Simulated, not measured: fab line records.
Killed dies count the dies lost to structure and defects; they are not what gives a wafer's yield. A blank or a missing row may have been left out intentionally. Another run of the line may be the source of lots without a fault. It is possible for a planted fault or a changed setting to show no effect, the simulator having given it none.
One fault seen from 2 desks | flow gf180mcu | each desk holds nothing but its own numbers, with what lay behind them at the end

== THE TOOL OWNER'S DESK: implanter-01 ==
The tool's own readings at GF_PSD_IMPLANT_09, given as means over the sampled wafers that have a number, one for each lot that went through this tool. Any lot whose mean is over 4 standard deviations away from the usual mean is out of limits and marked OUT; that distance is given in the brackets.
Columns: A = beam on s at GF_PSD_IMPLANT_09, usual 10.02 s
lot  | first seen here | A
L154 | day 18 22:16    | 9.98
L155 | day 19 07:54    | 9.90
L163 | day 22 22:48    | 9.81
This desk's finding: nothing out of limits on any of the 3 lots.

== METROLOGY DESK ==
What the gauges read for every lot (on any tool): the sampled wafers with a number, averaged. Any lot whose mean is over 4 standard deviations away from the usual mean is out of limits and marked OUT; that distance is given in the brackets. Shown here are 7 of its 11 readings, the ones lying furthest out on some lot.
Columns: A = NSD_TW at GF_NSD_TW_MEAS_12, usual 4245; B = PSD_OVL at GF_PSD_OVL_MEAS_08, usual -0.1 nm; C = PSD_TW at GF_PSD_TW_MEAS_11, usual 3191; D = NSD_RS at GF_PSD_RS_MEAS_14, usual 46.15 ohm/sq; E = PSD_RS at GF_PSD_RS_MEAS_15, usual 108.62 ohm/sq; F = cd nm at GF_SAB_CD_MEAS_09, usual 420.0 nm; G = SALICIDE_TIN_RS at GF_SALICIDE_RS_MEAS_04, usual 16.44 ohm/sq
lot  | first seen here | A    | B    | C    | D     | E      | F     | G
L144 | day 14 15:01    | 4227 | -0.0 | 3193 | 46.23 | 108.95 | 422.6 | 16.71
L147 | day 15 12:23    | 4212 | -2.4 | 3158 | 46.11 | 108.58 | 418.7 | 16.93
L148 | day 15 19:37    | 4253 | 1.5  | 3172 | 46.25 | 109.03 | 420.0 | 16.57
L154 | day 17 22:52    | 4226 | 4.0  | 3201 | 46.16 | 108.60 | 419.5 | 16.47
L155 | day 18 08:28    | 4212 | 1.5  | 3188 | 46.03 | 108.39 | 416.3 | 16.31
L163 | day 21 23:47    | 4290 | -2.7 | 3219 | 46.11 | 108.39 | 421.6 | 16.27
This desk's finding: nothing out of limits on any of the 6 lots.

== ALL TOGETHER ==
Nothing out of limits was seen by the tool owner's desk.
At the metrology desk, nothing out of limits was observed.

== WHAT HAD BEEN PUT IN BY THE SIMULATOR ==
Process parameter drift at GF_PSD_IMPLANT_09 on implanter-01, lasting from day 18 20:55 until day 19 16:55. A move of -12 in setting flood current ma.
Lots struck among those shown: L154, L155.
